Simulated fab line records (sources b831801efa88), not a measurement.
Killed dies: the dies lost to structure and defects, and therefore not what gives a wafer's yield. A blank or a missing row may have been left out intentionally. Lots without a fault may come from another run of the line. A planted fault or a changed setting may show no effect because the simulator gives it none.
What tool caused it? || flow gf180mcu || Sampling: 7 lots, 21 wafers, 2 of 602 route steps

== WHAT EACH GAUGE READ, for each wafer ==
GF_STI_THK_MEAS_02.
{"lot": "L186", "measured": "day 1 16:31", "on": "film_metro-04", "STI_OXIDATION_THK (nm)": "9.84 9.78 9.71"}
{"lot": "L188", "measured": "day 2 02:31", "on": "film_metro-04", "STI_OXIDATION_THK (nm)": "9.98 9.83 9.78"}
{"lot": "L194", "measured": "day 3 10:16", "on": "film_metro-01", "STI_OXIDATION_THK (nm)": "15.80 15.87 16.30 15.77 15.85 16.25"}
{"lot": "L199", "measured": "day 4 11:46", "on": "film_metro-02", "STI_OXIDATION_THK (nm)": "16.25 16.53 16.50 16.18 16.54 16.49"}
{"lot": "L201", "measured": "day 4 20:52", "on": "film_metro-04", "STI_OXIDATION_THK (nm)": "9.98 10.01 10.14"}
{"lot": "L203", "measured": "day 5 05:31", "on": "film_metro-01", "STI_OXIDATION_THK (nm)": "10.24 10.06 10.08"}
{"lot": "L206", "measured": "day 5 20:31", "on": "film_metro-04", "STI_OXIDATION_THK (nm)": "10.01 9.85 9.84"}

== EACH LOT AND THE TOOL THAT RAN IT (in order: tool; ch and the chambers of the sampled wafers; start) ==
{"lot": "L186", "GF_STI_OXIDATION_01": "furnace-02 ch 0, day 1 15:07"}
{"lot": "L188", "GF_STI_OXIDATION_01": "furnace-01 ch 0, day 2 01:07"}
{"lot": "L194", "GF_STI_OXIDATION_01": "furnace-02 ch 0, day 3 07:16"}
{"lot": "L199", "GF_STI_OXIDATION_01": "furnace-01 ch 0, day 4 08:49 and furnace-02 ch 0, day 4 10:22"}
{"lot": "L201", "GF_STI_OXIDATION_01": "furnace-01 ch 0, day 4 19:28"}
{"lot": "L203", "GF_STI_OXIDATION_01": "furnace-02 ch 0, day 5 04:07"}
{"lot": "L206", "GF_STI_OXIDATION_01": "furnace-02 ch 0, day 5 19:07"}
- GF_STI_OXIDATION_01: stabilise 600 s, purge 300 s, target thk 10 nm.

== THE ANSWER, worked out from the rows above alone ==
Rule: usual is defined by the lots themselves. The widest of any qualifying gaps counts: lots, ordered by their means at a reading, are off when they make up no more than a third of the lots, leave a main group of 4 or more, and stand apart from it by 3 or more times the standard deviation of that group's means. A main group is skipped when, at the precision printed for the reading in the tables above, its means are all equal. Also off: a lot with no number at a reading for which 4 or more lots have one. Any other lot the step has rows for is counted as sound.
Off: L194, L199, at GF_STI_THK_MEAS_02 (STI_OXIDATION_THK). Main group: mean 9.94 nm, sd 0.13.
If a tool, at a process step before that reading, ran all the lots that are off and no sound lot after the first of them, it fits. The gauges at GF_STI_THK_MEAS_02 are tried like those tools. Of those tried, none fits.

== WHAT THE SIMULATOR HAD INSERTED ==
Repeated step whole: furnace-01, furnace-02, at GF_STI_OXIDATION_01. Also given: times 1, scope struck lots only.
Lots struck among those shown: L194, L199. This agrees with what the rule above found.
